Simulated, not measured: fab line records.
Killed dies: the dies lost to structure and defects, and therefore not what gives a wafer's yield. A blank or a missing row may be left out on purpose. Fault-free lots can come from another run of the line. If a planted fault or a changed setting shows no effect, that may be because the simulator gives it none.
fab line records	flow sky130
record: lots: 12	wafers: 36	lastDay: 49
route steps=708 shown GATE_OXIDE@200 LDD_P@263 LDD_HVP@288
lots that met no fault: taken from a fault-free run of the same line
startH: hours from the record's first day to the start of the lot's first wafer shown	waitH: hours since the lot's step before	" same as the row above	L1.1+2: several wafers, shown together as one row	- either no value or no given start	* or withheld: withheld	< > ~ a bound
route shown NAME@n: NAME is a module with steps in the file, n the number in the route of the first one	usual: mean and standard deviation over wafers with no fault	same: alike in all rows	chamber/n: place in a boat	sites: per-site readings	_std_site: the standard deviation of these	_edge_site: outer sites' mean less inner sites'	radiusMm: for every site, how far away it sits from the centre of the wafer	mask NAME#n: copy n	behind: tool/chamber where the wafer was last shaped	hold: cause of the lot's hold/its duration in hours/its outcome	device: names the non-switching transistor (n, p or np)	end of line: tests of these same wafers at the route's end	a step with no rows: only its recipe	killed: not the wafer's yield, but the dies lost to structure and defects at the first sort	map: shows each die of a wafer: x if killed, . if not, _ if none is there
set.NAME: the setting that was run; set.NAME@STEP: the one run at that earlier step	model.NAME: the simulator's own value behind a step, which no gauge read
one table for each step of the route and one row for each wafer, over a sample of lots
services: when a tool's chamber went out of use (startH, in hours from the record's first day, below 0 if earlier), for how many hours, and the reason
== steps ==
step: SKY_GATE_OXIDE_STRIP_13
recipe: chemistry: O2/N2	powerW: 1400	pressureMtorr: 1500	platenTempC: withheld	o2FlowSccm: 3000	n2FlowSccm: 300	overashFraction: 0.5
usual: drypumpMotorCurrentA: 5.6/0.31	oesProductAu: 0.716/0.0049	stripTimeToEndpointS: 14.19/0.034
lot.wafer	tool	chamber	startH	waitH	drypumpMotorCurrentA	oesProductAu	rfHoursCounterH	stripTimeToEndpointS
L737.2	plasmaAsher-02	1	314.72	0.0	5.7	0.721	19	14.18
L737.3	"	1	"	"	5.7	0.720	-	14.19
L737.6	"	0	"	"	5.6	0.713	-	14.14
L741.1	plasmaAsher-02	0	346.81	0.0	5.5	0.721	23	14.19
L741.3	"	1	"	"	5.7	0.712	-	14.19
L741.4	"	0	"	"	5.5	0.712	-	14.10
L743.4	plasmaAsher-02	1	358.59	0.0	5.8	0.716	-	14.19
L743.5	"	0	"	"	5.5	0.709	-	14.18
L743.6	"	1	"	"	5.8	0.714	-	14.22
L745.1	plasmaAsher-02	1	373.36	0.0	5.8	0.724	26	14.21
L745.3	"	0	"	"	5.6	0.720	-	14.24
L745.5	"	0	"	"	5.6	0.717	-	14.24
L746.1	plasmaAsher-04	0	386.36	0.0	5.1	0.711	50	14.16
L746.2	"	1	"	"	5.2	0.720	50	14.18
L746.3	"	0	"	"	5.1	0.717	-	14.20
L747.1	plasmaAsher-02	1	393.86	0.0	5.7	0.714	28	14.19
L747.2	"	0	"	"	5.6	0.724	28	14.16
L747.4	"	0	"	"	5.5	0.719	-	14.21
L749.2	plasmaAsher-03	1	409.71	0.0	5.9	0.717	70	14.22
L749.3	"	0	"	"	6.0	0.713	-	14.23
L749.6	"	0	"	"	6.0	0.717	-	14.23
L750.2	plasmaAsher-03	0	419.31	0.0	6.0	0.716	71	14.21
L750.4	"	0	"	"	6.0	0.719	-	14.22
L750.5	"	0	"	"	6.0	0.717	-	14.18
L753.1	plasmaAsher-04	1	444.87	0.0	5.2	0.708	55	14.17
L753.2	"	0	"	"	5.1	0.722	55	14.19
L753.4	"	1	"	"	5.3	0.719	-	14.16
L754.2	plasmaAsher-02	0	455.00	0.0	5.6	0.724	34	14.17
L754.4	"	0	"	"	5.5	0.714	-	14.20
L754.5	"	0	"	"	5.6	0.715	-	14.14
L755.1	plasmaAsher-02	1	465.75	0.0	5.7	0.720	36	14.19
L755.4	"	1	"	"	5.7	0.721	-	14.18
L755.6	"	0	"	"	5.5	0.724	-	14.20
L757.1	plasmaAsher-03	0	477.45	0.0	6.0	0.711	78	14.16
L757.2	"	1	"	"	5.9	0.715	78	14.14
L757.6	"	1	"	"	5.9	0.716	-	14.17
step: SKY_LDD_P_OVL_MEAS_08
usual: LDD_P_OVL: 0.4/1.3
lot.wafer	tool	chamber	startH	waitH	LDD_P_OVL[nm]
L737.2	overlay-02	-	440.44	0.1	-0.8
L737.3	"	-	"	"	0.1
L737.6	"	-	"	"	-0.3
L741.1	overlay-02	-	476.09	0.1	0.0
L741.3	"	-	"	"	-0.4
L741.4	"	-	"	"	0.4
L743.4	overlay-01	-	488.25	0.1	1.2
L743.5	"	-	"	"	0.2
L743.6	"	-	"	"	1.2
L745.1	overlay-02	-	503.24	0.1	-1.1
L745.3	"	-	"	"	-2.1
L745.5	"	-	"	"	-0.8
L746.1	overlay-01	-	519.13	0.1	2.4
L746.2	"	-	"	"	2.3
L746.3	"	-	"	"	1.8
L747.1	overlay-02	-	525.79	0.1	1.5
L747.2	"	-	"	"	1.8
L747.4	"	-	"	"	2.4
L749.2	overlay-02	-	539.79	0.1	-0.7
L749.3	"	-	"	"	-1.0
L749.6	"	-	"	"	0.1
L750.2	overlay-01	-	550.84	0.1	-1.3
L750.4	"	-	"	"	-2.4
L750.5	"	-	"	"	-0.7
L753.1	overlay-02	-	576.04	0.1	-1.0
L753.2	"	-	"	"	-2.0
L753.4	"	-	"	"	-0.3
L754.2	overlay-02	-	583.79	0.1	1.2
L754.4	"	-	"	"	1.4
L754.5	"	-	"	"	1.5
L755.1	overlay-01	-	593.34	0.1	0.9
L755.4	"	-	"	"	2.2
L755.6	"	-	"	"	0.9
L757.1	overlay-01	-	612.74	0.1	0.0
L757.2	"	-	"	"	-1.0
L757.6	"	-	"	"	-0.8
step: SKY_LDD_P_IMPLANT_09
recipe: species: BF2	energyKev: 25	doseCm2: 1e+13	tiltDeg: withheld
usual: doseIonsCm2: 1.0001e+13/1.1e+10	faradayCurrentUA: 56.5/1.1
lot.wafer	tool	chamber	startH	waitH	doseIonsCm2	faradayCurrentUA
L737.2	implanter-03	0	440.49	0.0	1.0009e+13	57.8
L737.3	"	0	"	"	1.0006e+13	55.0
L737.6	"	0	"	"	1.0011e+13	57.5
L741.1	implanter-01	0	476.13	0.0	9.986e+12	57.3
L741.3	"	0	"	"	9.993e+12	55.6
L741.4	"	0	"	"	9.986e+12	55.1
L743.4	implanter-04	0	488.38	0.1	9.985e+12	56.0
L743.5	"	0	"	"	9.997e+12	55.1
L743.6	"	0	"	"	1.0011e+13	55.9
L745.1	implanter-01	0	503.27	0.0	1.0017e+13	54.1
L745.3	"	0	"	"	1.0004e+13	56.1
L745.5	"	0	"	"	1.0001e+13	55.8
L746.1	implanter-01	0	519.17	0.0	1.0011e+13	59.5
L746.2	"	0	"	"	1.0017e+13	55.3
L746.3	"	0	"	"	1.0013e+13	55.7
L747.1	implanter-03	0	525.82	0.0	9.998e+12	55.4
L747.2	"	0	"	"	9.992e+12	56.8
L747.4	"	0	"	"	1.0004e+13	55.6
L749.2	implanter-01	0	539.85	0.0	1.0006e+13	56.2
L749.3	"	0	"	"	1.0015e+13	55.7
L749.6	"	0	"	"	9.991e+12	56.1
L750.2	implanter-01	0	550.90	0.0	9.983e+12	57.8
L750.4	"	0	"	"	1.0011e+13	57.6
L750.5	"	0	"	"	1.0002e+13	57.1
L753.1	implanter-01	0	576.07	0.0	1.593e+12	9.3
L753.2	"	0	"	"	1.607e+12	9.1
L753.4	"	0	"	"	1.622e+12	8.9
L754.2	implanter-01	0	583.84	0.0	1.601e+12	9.0
L754.4	"	0	"	"	1.602e+12	9.3
L754.5	"	0	"	"	1.609e+12	8.9
L755.1	implanter-01	0	593.38	0.0	1.619e+12	8.9
L755.4	"	0	"	"	1.61e+12	9.2
L755.6	"	0	"	"	1.635e+12	8.9
L757.1	implanter-04	0	612.78	0.0	1.0011e+13	55.7
L757.2	"	0	"	"	1.0009e+13	55.9
L757.6	"	0	"	"	1.0012e+13	56.2
step: SKY_LDD_P_TW_MEAS_11
usual: LDD_P_TW: 632/5.5
lot.wafer	tool	chamber	startH	waitH	LDD_P_TW
L737.2	filmMetro-02	-	440.73	0.1	639
L737.3	"	-	"	"	638
L737.6	"	-	"	"	638
L741.1	filmMetro-04	-	476.38	0.1	634
L741.3	"	-	"	"	632
L741.4	"	-	"	"	632
L743.4	filmMetro-01	-	488.58	0.1	628
L743.5	"	-	"	"	627
L743.6	"	-	"	"	628
L745.1	filmMetro-04	-	503.52	0.1	632
L745.3	"	-	"	"	631
L745.5	"	-	"	"	628
L746.1	filmMetro-02	-	519.42	0.1	633
L746.2	"	-	"	"	637
L746.3	"	-	"	"	637
L747.1	filmMetro-01	-	526.07	0.1	626
L747.2	"	-	"	"	626
L747.4	"	-	"	"	630
L749.2	filmMetro-01	-	540.08	0.1	626
L749.3	"	-	"	"	626
L749.6	"	-	"	"	626
L750.2	filmMetro-01	-	551.13	0.1	624
L750.4	"	-	"	"	623
L750.5	"	-	"	"	626
L753.1	filmMetro-04	-	576.32	0.1	358
L753.2	"	-	"	"	358
L753.4	"	-	"	"	360
L754.2	filmMetro-02	-	584.08	0.1	359
L754.4	"	-	"	"	360
L754.5	"	-	"	"	363
L755.1	filmMetro-01	-	593.63	0.1	353
L755.4	"	-	"	"	352
L755.6	"	-	"	"	357
L757.1	filmMetro-02	-	613.03	0.1	641
L757.2	"	-	"	"	638
L757.6	"	-	"	"	638
step: SKY_LDD_HVP_TW_MEAS_10
usual: LDD_HVP_TW: 450.0/2.5
lot.wafer	tool	chamber	startH	waitH	LDD_HVP_TW
L737.2	filmMetro-03	-	501.91	0.1	446.5
L737.3	"	-	"	"	449.0
L737.6	"	-	"	"	448.3
L741.1	filmMetro-01	-	537.08	0.1	450.6
L741.3	"	-	"	"	447.3
L741.4	"	-	"	"	447.8
L743.4	filmMetro-01	-	548.23	0.1	449.7
L743.5	"	-	"	"	446.2
L743.6	"	-	"	"	447.2
L745.1	filmMetro-03	-	563.20	0.1	451.0
L745.3	"	-	"	"	449.3
L745.5	"	-	"	"	450.2
L746.1	filmMetro-01	-	577.00	0.1	448.2
L746.2	"	-	"	"	448.1
L746.3	"	-	"	"	449.4
L747.1	filmMetro-04	-	585.10	0.1	455.4
L747.2	"	-	"	"	456.3
L747.4	"	-	"	"	456.1
L749.2	filmMetro-03	-	600.49	0.1	450.3
L749.3	"	-	"	"	448.3
L749.6	"	-	"	"	449.8
L750.2	filmMetro-04	-	610.96	0.1	454.7
L750.4	"	-	"	"	454.2
L750.5	"	-	"	"	453.6
L753.1	filmMetro-04	-	635.50	0.1	453.7
L753.2	"	-	"	"	451.4
L753.4	"	-	"	"	452.3
L754.2	filmMetro-01	-	643.56	0.1	453.3
L754.4	"	-	"	"	449.9
L754.5	"	-	"	"	449.6
L755.1	filmMetro-03	-	651.95	0.1	449.7
L755.4	"	-	"	"	447.8
L755.6	"	-	"	"	449.9
L757.1	filmMetro-01	-	670.10	0.1	447.9
L757.2	"	-	"	"	448.2
L757.6	"	-	"	"	447.0
== services ==
tool	chamber	startH	hours	kind
plasmaAsher-02	-	324.62	2.8	pm
plasmaAsher-03	-	335.55	28.1	pm
plasmaAsher-04	-	337.75	3.0	repair
implanter-04	-	343.89	13.6	pm
implanter-01	-	376.27	5.6	repair
implanter-01	-	393.18	1.8	repair
implanter-03	-	431.21	4.3	pm
implanter-01	-	433.59	1.1	repair
plasmaAsher-02	-	437.29	2.0	repair
plasmaAsher-04	-	454.71	6.5	repair
plasmaAsher-02	-	467.49	22.7	repair
implanter-03	-	482.37	2.5	pm
implanter-01	-	483.51	3.0	repair
implanter-03	-	484.98	2.7	repair
implanter-04	-	490.94	0.7	repair
implanter-01	-	496.03	2.8	pm
plasmaAsher-02	-	498.23	4.5	repair
implanter-01	-	499.51	0.7	repair
implanter-04	-	568.67	2.7	pm
implanter-03	-	577.36	4.6	repair
plasmaAsher-04	-	579.43	1.4	repair
plasmaAsher-02	-	581.29	1.3	repair
implanter-01	-	603.43	6.5	repair
== key ==
firstSign: step: SKY_LDD_P_IMPLANT_09	reading: doseIonsCm2	direction: down	sigmas: 99+	usual: *	struck: *
effect: step: SKY_LDD_P_IMPLANT_09	reading: faradayCurrentUA	direction: down	sigmas: 43	usual: 56.5	struck: 9.0
effect: step: SKY_LDD_P_TW_MEAS_11	reading: LDD_P_TW	direction: down	sigmas: 49	usual: 632	struck: 358
metAt SKY_LDD_P_IMPLANT_09
struckLots L753,L754,L755
testerLeftOut L753,L754,L755
notActingAt SKY_GATE_OXIDE_STRIP_13,SKY_LDD_P_OVL_MEAS_08,SKY_LDD_HVP_TW_MEAS_10
onsetBetween 550.90 576.07
fault: kind: processParameterDrift	tool: implanter-01	chamber: -	onsetH: 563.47	steps: SKY_LDD_P_IMPLANT_09	channel: doseCm2	offset: *	shape: step	endH: 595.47	actsIn: *	stated: *
testerLeftOut: of these lots the tester's yield and bins aren't shown, on N5 and GAA mostly nor the transistor test; their killed dies are dies lost to structure and defects alone, not to doping, threshold or leakage, so they don't give the yield
